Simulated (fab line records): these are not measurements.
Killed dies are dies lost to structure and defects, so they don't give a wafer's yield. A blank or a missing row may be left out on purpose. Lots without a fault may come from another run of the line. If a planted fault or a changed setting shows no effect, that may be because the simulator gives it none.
fab line records    flow sky130
record: lots: 12  wafers: 36  last_day: 50
route steps=708 shown METAL2@484 VIA4@657 PASSIVATION@692 PAD_OPEN@708
lots with no fault: from the same line, run without faults
start_h: the number of hours between the record's first day and the start of the first shown wafer of the lot    wait_h: how many hours have passed since the lot's step before this one    " identical to the entry in the row above    L1.1+2: a row that stands for several wafers    - no value, or no start was given    * or withheld: withheld    < > ~ a bound
route shown NAME@n: names a module that has steps shown in the file, with the first one's number in the route    usual: mean and standard deviation over wafers with no fault    same: alike in all rows    chamber/n: place in a boat    sites: the reading at each site    _std_site: the standard deviation of these    _edge_site: the outer-site mean with the inner-site mean subtracted    radius_mm: for every site, how far away it sits from the centre of the wafer    mask NAME#n: copy n    behind: the most recent tool/chamber to have shaped the wafer    hold: cause of the lot's hold/its duration in hours/its outcome    device: the transistor (n, p or np) that didn't switch    end of line: tests run on the same wafers once the route is complete    for a step that has no rows: nothing shown but its recipe    killed: not the wafer's yield, but the dies lost to structure and defects at the first sort    map: a wafer's dies, marking killed ones x, the rest . and places with no die _
set.NAME: the run value of the setting; set.NAME@STEP: its run value at that earlier step    model.NAME: the simulator's own value behind a step, which no gauge read
the route's steps for a sample of lots (tables are steps, rows are wafers)
services: when a tool's chamber went out of use (start_h, in hours from the record's first day, below 0 if earlier), for how many hours, and the reason
== steps ==
step: SKY_METAL2_SPUTTER_01
recipe: material: TiN  target_thk_nm: 20  power_w: 6500  time_s: 16.7  chamber_pressure_pa: 0.4
usual: cathode_dc_power_W: 6500.2/1.2  throttle_valve_pct: 30.1/1.1
lot.wafer  tool            chamber  start_h  wait_h  cathode_dc_power_W  throttle_valve_pct
L358.2     pvd_sputter-02  -        790.72   0.0     6499.9              28.8
L358.3     "               -        "        "       6498.8              29.4
L358.6     "               -        "        "       6501.3              28.1
L359.1     pvd_sputter-04  -        792.48   0.0     6499.8              29.6
L359.3     "               -        "        "       6500.0              30.8
L359.4     "               -        "        "       6500.9              31.2
L361.3     pvd_sputter-04  -        817.05   0.0     6499.8              30.2
L361.4     "               -        "        "       6501.4              31.3
L361.5     "               -        "        "       6501.0              30.9
L363.1     pvd_sputter-04  -        831.89   0.0     6501.0              31.2
L363.2     "               -        "        "       6499.4              29.4
L363.5     "               -        "        "       6501.5              30.2
L366.1     pvd_sputter-04  -        893.09   0.0     6498.1              29.9
L366.2     "               -        "        "       6500.8              30.8
L366.5     "               -        "        "       6500.7              30.8
L364.1     pvd_sputter-04  -        893.88   0.0     6499.5              30.8
L364.4     "               -        "        "       6502.2              30.2
L364.6     "               -        "        "       6502.3              31.3
L367.1     pvd_sputter-02  -        898.30   0.0     6499.3              29.2
L367.3     "               -        "        "       6497.8              28.8
L367.5     "               -        "        "       6501.5              29.2
L374.2     pvd_sputter-04  -        913.81   0.0     6501.2              30.2
L374.4     "               -        "        "       6500.2              29.2
L374.6     "               -        "        "       6500.8              30.4
L376.2     pvd_sputter-04  -        918.72   0.0     6499.9              29.5
L376.4     "               -        "        "       6499.4              30.7
L376.5     "               -        "        "       6502.7              29.7
L379.1     pvd_sputter-02  -        938.30   0.0     6501.9              29.7
L379.3     "               -        "        "       6501.4              29.4
L379.5     "               -        "        "       6499.9              28.9
L380.1     pvd_sputter-02  -        974.38   0.0     6498.6              29.3
L380.3     "               -        "        "       6503.1              27.9
L380.5     "               -        "        "       6500.1              28.3
L381.1     pvd_sputter-03  -        974.87   0.0     6500.7              30.7
L381.3     "               -        "        "       6501.1              31.0
L381.4     "               -        "        "       6499.1              29.3
step: SKY_VIA4_CVD_18
recipe: material: W  target_thk_nm: 505  time_s: 152.14  temp_c: 398.2  pressure_torr: 40
usual: heater_power_w: 816/35
lot.wafer  tool      chamber  start_h  wait_h  heater_power_w
L358.2     cvd_w-01  0        1000.83  0.0     780
L358.3     "         0        "        "       765
L358.6     "         1        "        "       865
L359.1     cvd_w-01  0        1005.32  0.0     782
L359.3     "         0        "        "       795
L359.4     "         1        "        "       822
L361.3     cvd_w-01  1        1026.68  0.1     850
L361.4     "         0        "        "       804
L361.5     "         1        "        "       845
L363.1     cvd_w-02  1        1036.78  0.0     789
L363.2     "         0        "        "       833
L363.5     "         0        "        "       840
L366.1     cvd_w-01  1        1087.73  0.0     832
L366.2     "         0        "        "       777
L366.5     "         1        "        "       836
L364.1     cvd_w-02  1        1089.06  0.0     797
L364.4     "         1        "        "       804
L364.6     "         0        "        "       876
L367.1     cvd_w-02  1        1094.46  0.0     779
L367.3     "         0        "        "       841
L367.5     "         0        "        "       837
L374.2     cvd_w-01  1        1106.02  0.0     864
L374.4     "         1        "        "       848
L374.6     "         0        "        "       782
L376.2     cvd_w-01  0        1107.82  0.0     788
L376.4     "         1        "        "       860
L376.5     "         1        "        "       850
L379.1     cvd_w-01  0        1124.78  0.0     774
L379.3     "         1        "        "       878
L379.5     "         1        "        "       853
L380.1     cvd_w-01  0        1153.38  0.0     785
L380.3     "         1        "        "       889
L380.5     "         1        "        "       875
L381.1     cvd_w-01  0        1154.49  0.0     761
L381.3     "         1        "        "       861
L381.4     "         0        "        "       802
step: SKY_VIA4_RS_MEAS_19
recipe: thk_meas_gauge: four-point-probe  reads: W_of_VIA4_CVD_18+TiN_of_VIA4_SPUTTER_17
usual: VIA4_W_RS: 0.233/0.0031
lot.wafer  tool           chamber  start_h  wait_h  VIA4_W_RS[ohm/sq]
L358.2     film_metro-01  -        1001.00  0.1     0.238
L358.3     "              -        "        "       0.233
L358.6     "              -        "        "       0.231
L359.1     film_metro-03  -        1005.47  0.1     0.234
L359.3     "              -        "        "       0.232
L359.4     "              -        "        "       0.232
L361.3     film_metro-02  -        1026.82  0.1     0.236
L361.4     "              -        "        "       0.240
L361.5     "              -        "        "       0.238
L363.1     film_metro-02  -        1036.94  0.1     0.230
L363.2     "              -        "        "       0.235
L363.5     "              -        "        "       0.234
L366.1     film_metro-03  -        1087.88  0.1     0.234
L366.2     "              -        "        "       0.231
L366.5     "              -        "        "       0.233
L364.1     film_metro-01  -        1089.21  0.1     0.227
L364.4     "              -        "        "       0.228
L364.6     "              -        "        "       0.230
L367.1     film_metro-01  -        1094.61  0.1     0.231
L367.3     "              -        "        "       0.234
L367.5     "              -        "        "       0.235
L374.2     film_metro-01  -        1106.19  0.1     0.230
L374.4     "              -        "        "       0.232
L374.6     "              -        "        "       0.228
L376.2     film_metro-03  -        1107.99  0.1     0.231
L376.4     "              -        "        "       0.230
L376.5     "              -        "        "       0.229
L379.1     film_metro-01  -        1124.93  0.1     0.231
L379.3     "              -        "        "       0.231
L379.5     "              -        "        "       0.233
L380.1     film_metro-02  -        1153.53  0.1     0.237
L380.3     "              -        "        "       0.238
L380.5     "              -        "        "       0.236
L381.1     film_metro-01  -        1154.64  0.1     0.235
L381.3     "              -        "        "       0.236
L381.4     "              -        "        "       0.235
step: SKY_PASSIVATION_ETCH_11
recipe: chemistry: CF4/O2  target_depth_nm: 725  stop_on: AlCu  source_w: 800  bias_w: 150  pressure_mtorr: 150  cf4_flow_sccm: 80  O2_flow_sccm: 10  time_s: 161.1
usual: chamber_pressure_mTorr: 149.98/0.13  drypump_motor_current_A: 5.7/0.44  oes_product_au: 0.975/0.008  throttle_valve_pct: 5.963/0.0094
lot.wafer  tool         chamber  start_h  wait_h  chamber_pressure_mTorr  drypump_motor_current_A  oes_product_au  rf_hours_counter_h  throttle_valve_pct
L358.2     rie_diel-01  3        1048.06  -       149.96                  5.3                      0.962           15                  5.958
L358.3     "            1        "        "       149.81                  5.7                      0.967           22                  5.961
L358.6     "            3        "        "       149.95                  5.3                      0.980           -                   5.975
L359.1     rie_diel-03  1        1052.21  -       149.96                  5.2                      0.968           21                  5.988
L359.3     "            2        "        "       149.94                  5.8                      0.963           22                  5.970
L359.4     "            0        "        "       150.18                  5.7                      0.982           8                   5.965
L361.3     rie_diel-03  2        1072.07  -       150.00                  5.8                      0.968           23                  5.961
L361.4     "            1        "        "       149.96                  5.1                      0.974           21                  5.974
L361.5     "            2        "        "       149.98                  5.8                      0.976           -                   5.958
L363.1     rie_diel-02  3        1081.62  -       150.03                  5.8                      0.968           23                  5.951
L363.2     "            1        "        "       149.71                  5.5                      0.974           19                  5.958
L363.5     "            3        "        "       150.19                  5.8                      0.965           -                   5.970
L366.1     rie_diel-03  3        1128.66  -       149.92                  6.2                      0.971           10                  5.968
L366.2     "            0        "        "       149.81                  5.6                      0.975           11                  5.979
L366.5     "            2        "        "       150.03                  5.8                      0.985           -                   5.961
L364.1     rie_diel-01  2        1129.66  -       150.12                  5.8                      0.978           17                  5.956
L364.4     "            1        "        "       149.95                  5.7                      0.970           0                   5.968
L364.6     "            0        "        "       149.81                  5.5                      0.977           -                   5.972
L367.1     rie_diel-03  3        1136.16  -       150.04                  6.1                      0.982           10                  5.960
L367.3     "            0        "        "       149.92                  5.6                      0.977           11                  5.966
L367.5     "            2        "        "       150.08                  5.9                      0.982           -                   5.949
L374.2     rie_diel-03  1        1147.66  -       149.80                  5.2                      0.973           24                  5.963
L374.4     "            2        "        "       150.16                  5.8                      0.972           26                  5.971
L374.6     "            3        "        "       150.12                  6.2                      0.974           -                   5.949
L376.2     rie_diel-03  2        1149.82  -       149.93                  5.8                      0.976           26                  5.973
L376.4     "            0        "        "       150.05                  5.6                      0.976           12                  5.962
L376.5     "            1        "        "       149.94                  5.2                      0.995           -                   5.985
L379.1     rie_diel-02  3        1165.26  -       149.76                  5.8                      0.968           27                  5.951
L379.3     "            2        "        "       150.00                  4.8                      0.982           27                  5.971
L379.5     "            3        "        "       150.10                  5.8                      0.981           -                   5.956
L380.1     rie_diel-01  2        1187.76  -       149.89                  5.8                      0.979           19                  5.968
L380.3     "            0        "        "       150.22                  5.5                      0.970           17                  5.971
L380.5     "            1        "        "       149.83                  5.7                      0.980           -                   5.973
L381.1     rie_diel-01  2        1189.82  -       149.83                  5.9                      0.972           19                  5.947
L381.3     "            0        "        "       150.03                  5.5                      0.980           17                  5.946
L381.4     "            1        "        "       150.07                  5.7                      0.989           -                   5.953
step: SKY_PAD_OPEN_PROBE_99
usual: defect_limited_yield: 82.5/2  killed_at_M0_to_M3: 43/7.3  killed_at_M4_up: 3.5/2.2  killed_at_contacts: 24/5.3  killed_at_front_end: 15/4.2  killed_at_other: 0.3/0.67  killed_dies: 86/9.8  killed_on_rim: 17/3.8  killed_open: 47/7.2  killed_short: 39/6.5  sort_bin_3_pad_short: 0.9/0.42  sort_bin_5_function: 10.4/1.5  sort_bin_6_memory: 6.3/1.2  sort_bin_8_speed: 0.00/0.038  sort_n_pass: 406/9.9  sort_yield_pct: 82.5/2
same: gross_dies: 492  killed_at_back_side: 0  sort_bin_4_leakage[%]: 0
lot.wafer  tool       chamber  start_h  wait_h  defect_limited_yield[%]  killed_at_M0_to_M3  killed_at_M4_up  killed_at_contacts  killed_at_front_end  killed_at_other  killed_dies  killed_on_rim  killed_open  killed_short  sort_bin_3_pad_short[%]  sort_bin_5_function[%]  sort_bin_6_memory[%]  sort_bin_8_speed[%]  sort_n_pass  sort_yield_pct[%]
L361.3     prober-02  -        1095.19  0.2     81.1                     51                  2                24                  16                   0                93           21             53           40            0.8                      10.8                    7.3                   0                    399          81.1
L361.4     prober-02  -        1095.24  0.2     82.9                     47                  2                22                  13                   0                84           14             50           31            1.0                      9.1                     6.9                   0                    408          82.9
L361.5     prober-02  -        1095.29  0.2     80.1                     46                  1                35                  16                   0                98           16             61           37            1.2                      11.6                    7.1                   0                    394          80.1
L364.1     prober-01  -        1152.61  0.1     82.1                     38                  1                34                  13                   2                88           21             48           36            1.2                      11.0                    5.7                   0                    404          82.1
L364.4     prober-01  -        1152.76  0.2     80.5                     46                  3                23                  21                   3                96           16             51           45            1.0                      12.0                    6.5                   0                    396          80.5
L364.6     prober-01  -        1152.86  0.2     82.7                     39                  2                19                  23                   2                85           16             44           40            1.0                      10.2                    6.1                   0                    407          82.7
L367.1     prober-01  -        1158.61  0.1     80.5                     41                  6                27                  20                   2                96           22             47           49            1.0                      10.2                    8.3                   0                    396          80.5
L367.3     prober-01  -        1158.71  0.2     81.9                     37                  6                34                  12                   0                89           20             55           34            0.2                      11.8                    6.1                   0                    403          81.9
L367.5     prober-01  -        1158.81  0.2     83.9                     39                  6                26                  7                    1                79           16             48           31            0.4                      10.8                    4.9                   0                    413          83.9
L374.2     prober-01  -        1168.45  0.1     74.8                     81                  3                28                  12                   0                124          26             54           34            2.8                      16.7                    5.7                   0                    368          74.8
L374.4     prober-01  -        1168.55  0.2     76.2                     87                  2                16                  12                   0                117          27             43           35            2.4                      14.4                    6.9                   0                    375          76.2
L374.6     prober-01  -        1168.65  0.2     73.8                     92                  3                22                  12                   0                129          25             48           39            2.4                      16.9                    6.9                   0                    363          73.8
L376.2     prober-01  -        1171.45  0.1     80.5                     64                  2                17                  13                   0                96           24             33           24            2.8                      12.4                    4.3                   0                    396          80.5
L376.4     prober-01  -        1171.55  0.2     71.5                     108                 0                23                  9                    0                140          16             44           32            1.6                      16.9                    10.0                  0                    352          71.5
L376.5     prober-01  -        1171.60  0.2     76.8                     70                  1                24                  18                   1                114          28             42           33            2.6                      14.4                    6.1                   0                    378          76.8
L379.1     prober-02  -        1184.37  0.1     86.8                     36                  2                14                  13                   0                65           7              36           29            1.2                      8.7                     3.3                   0                    427          86.8
L379.3     prober-02  -        1184.47  0.2     81.5                     52                  2                21                  16                   0                91           19             48           43            1.0                      10.0                    7.5                   0                    401          81.5
L379.5     prober-02  -        1184.57  0.2     79.3                     48                  3                32                  18                   1                102          21             51           50            1.8                      12.6                    6.3                   0                    390          79.3
killed by level:class
L361.3 VIA1:geometric_particle:open=10 CONTACT:geometric_particle:open=9 VIA2:geometric_particle:open=8 VIA2:geometric_particle:short=8 VIA3:geometric_particle:open=7 LOCAL_INTERCONNECT:geometric_particle:short=7 FIELD_ISO:geometric_particle:open=6 VIA1:geometric_particle:short=5
L361.4 VIA1:geometric_particle:open=10 LI_CONTACT:geometric_particle:open=9 CONTACT:geometric_particle:open=8 VIA2:geometric_particle:open=7 VIA1:geometric_particle:short=6 VIA3:geometric_particle:open=5 POLY_GATE:geometric_particle:short=4 METAL2:geometric_particle:short=4
L361.5 VIA1:geometric_particle:open=14 CONTACT:geometric_particle:open=11 VIA3:geometric_particle:open=11 LI_CONTACT:geometric_particle:open=9 VIA2:geometric_particle:open=8 FIELD_ISO:geometric_particle:short=6 LI_CONTACT:geometric_particle:short=6 LOCAL_INTERCONNECT:geometric_particle:short=5
L364.1 CONTACT:geometric_particle:open=14 LI_CONTACT:geometric_particle:open=9 VIA1:geometric_particle:open=7 LOCAL_INTERCONNECT:geometric_particle:short=5 VIA1:geometric_particle:short=5 METAL2:geometric_particle:short=5 VIA2:geometric_particle:open=5 VIA2:geometric_particle:short=5
L364.4 CONTACT:geometric_particle:open=9 VIA3:geometric_particle:open=8 VIA1:geometric_particle:open=8 VIA1:geometric_particle:short=7 FIELD_ISO:geometric_particle:open=5 FIELD_ISO:geometric_particle:short=5 METAL1:geometric_particle:short=5 CONTACT:geometric_particle:short=4
L364.6 CONTACT:geometric_particle:open=10 FIELD_ISO:geometric_particle:open=6 LOCAL_INTERCONNECT:geometric_particle:short=5 METAL1:geometric_particle:short=5 VIA1:geometric_particle:open=5 VIA3:geometric_particle:open=5 METAL3:geometric_particle:short=5 POLY_GATE:geometric_particle:open=4
L367.1 LOCAL_INTERCONNECT:geometric_particle:short=9 METAL1:geometric_particle:short=9 VIA1:geometric_particle:open=9 VIA2:geometric_particle:open=8 POLY_GATE:geometric_particle:short=7 FIELD_ISO:geometric_particle:open=6 LI_CONTACT:geometric_particle:short=5 LI_CONTACT:geometric_particle:open=5
L367.3 VIA1:geometric_particle:open=14 LI_CONTACT:geometric_particle:open=11 CONTACT:geometric_particle:open=10 LOCAL_INTERCONNECT:geometric_particle:short=6 METAL1:geometric_particle:short=5 VIA2:geometric_particle:open=5 POLY_GATE:geometric_particle:open=4 CONTACT:geometric_particle:short=4
L367.5 LI_CONTACT:geometric_particle:open=11 VIA1:geometric_particle:open=10 CONTACT:geometric_particle:open=8 METAL1:geometric_particle:short=6 VIA2:geometric_particle:open=6 METAL2:geometric_particle:short=4 FIELD_ISO:geometric_particle:open=3 LI_CONTACT:geometric_particle:short=3
L374.2 METAL2:unspecified=34 VIA1:geometric_particle:open=14 VIA2:geometric_particle:open=11 CONTACT:geometric_particle:open=10 METAL1:geometric_particle:short=8 LI_CONTACT:geometric_particle:open=8 CONTACT:geometric_particle:short=6 VIA3:geometric_particle:open=4
L374.4 METAL2:unspecified=39 VIA1:geometric_particle:open=15 CONTACT:geometric_particle:open=7 VIA3:geometric_particle:open=7 VIA2:geometric_particle:open=7 VIA1:geometric_particle:short=5 METAL1:geometric_particle:short=4 METAL2:geometric_particle:short=4
L374.6 METAL2:unspecified=41 VIA1:geometric_particle:open=12 CONTACT:geometric_particle:open=9 LI_CONTACT:geometric_particle:open=7 METAL1:geometric_particle:short=7 METAL2:geometric_particle:short=6 VIA2:geometric_particle:open=6 VIA1:geometric_particle:short=5
L376.2 METAL2:unspecified=38 VIA3:geometric_particle:open=7 VIA1:geometric_particle:open=6 FIELD_ISO:geometric_particle:open=4 LI_CONTACT:geometric_particle:open=4 CONTACT:geometric_particle:short=4 VIA2:geometric_particle:open=4 LI_CONTACT:geometric_particle:short=3
L376.4 METAL2:unspecified=64 VIA1:geometric_particle:open=10 CONTACT:geometric_particle:open=8 LI_CONTACT:geometric_particle:open=7 VIA1:geometric_particle:short=6 VIA2:geometric_particle:open=6 FIELD_ISO:geometric_particle:open=4 VIA3:geometric_particle:open=4
L376.5 METAL2:unspecified=39 CONTACT:geometric_particle:open=11 VIA3:geometric_particle:open=8 METAL2:geometric_particle:short=7 FIELD_ISO:geometric_particle:open=6 LI_CONTACT:geometric_particle:open=5 CONTACT:geometric_particle:short=5 POLY_GATE:geometric_particle:short=4
L379.1 POLY_GATE:geometric_particle:open=6 VIA1:geometric_particle:open=6 VIA2:geometric_particle:open=5 VIA1:geometric_particle:short=5 VIA3:geometric_particle:open=5 CONTACT:geometric_particle:short=4 CONTACT:geometric_particle:open=4 METAL1:geometric_particle:short=4
L379.3 VIA1:geometric_particle:open=11 VIA2:geometric_particle:open=7 VIA1:geometric_particle:short=7 CONTACT:geometric_particle:short=6 CONTACT:geometric_particle:open=6 POLY_GATE:geometric_particle:open=5 METAL2:geometric_particle:open=5 VIA3:geometric_particle:open=5
L379.5 CONTACT:geometric_particle:open=14 LI_CONTACT:geometric_particle:open=9 VIA1:geometric_particle:open=8 METAL2:geometric_particle:short=8 VIA1:geometric_particle:short=7 FIELD_ISO:geometric_particle:open=6 FIELD_ISO:geometric_particle:short=6 LI_CONTACT:geometric_particle:short=5
== services ==
tool            chamber  start_h  hours  kind
rie_diel-01     2        770.39   16.4   repair
rie_diel-01     3        812.25   5.1    repair
rie_diel-03     3        833.61   2.1    repair
pvd_sputter-02  -        846.81   3.5    repair
rie_diel-02     2        856.45   7.7    repair
cvd_w-02        -        861.30   0.8    repair
rie_diel-02     1        871.51   3.8    repair
rie_diel-02     0        874.75   11.2   repair
rie_diel-02     0        888.06   4.5    repair
cvd_w-01        -        903.35   0.7    repair
cvd_w-01        -        904.01   14.0   pm
cvd_w-02        -        918.01   2.8    pm
rie_diel-01     -        928.92   14.6   pm
rie_diel-03     -        931.74   0.6    repair
pvd_sputter-04  -        933.35   0.9    repair
cvd_w-02        -        934.32   0.6    repair
pvd_sputter-02  -        949.24   4.4    repair
pvd_sputter-04  -        967.48   2.1    repair
rie_diel-03     -        1002.00  0.3    repair
rie_diel-01     1        1012.21  8.0    repair
cvd_w-01        -        1030.70  6.9    pm
pvd_sputter-02  -        1036.23  7.5    repair
rie_diel-01     -        1053.72  2.8    pm
rie_diel-01     3        1184.05  7.1    repair
== key ==
first_sign: step: SKY_PAD_OPEN_PROBE_99  reading: killed_at_M0_to_M3  direction: up  sigmas: 5.6  usual: 43  struck: 84
effect: step: SKY_PAD_OPEN_PROBE_99  reading: sort_bin_3_pad_short  direction: up  sigmas: 3.9  usual: 0.9  struck: 2.5
met_at SKY_METAL2_SPUTTER_01
struck_lots L374,L376
not_acting_at SKY_VIA4_CVD_18,SKY_VIA4_RS_MEAS_19,SKY_PASSIVATION_ETCH_11
onset_between 893.88 913.81
fault: kind: chamber_particle_source  tool: pvd_sputter-04  chamber: -  onset_h: 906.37  steps: SKY_METAL2_SPUTTER_01  rate_per_visit_cm2: 0.99783  end_h: 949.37
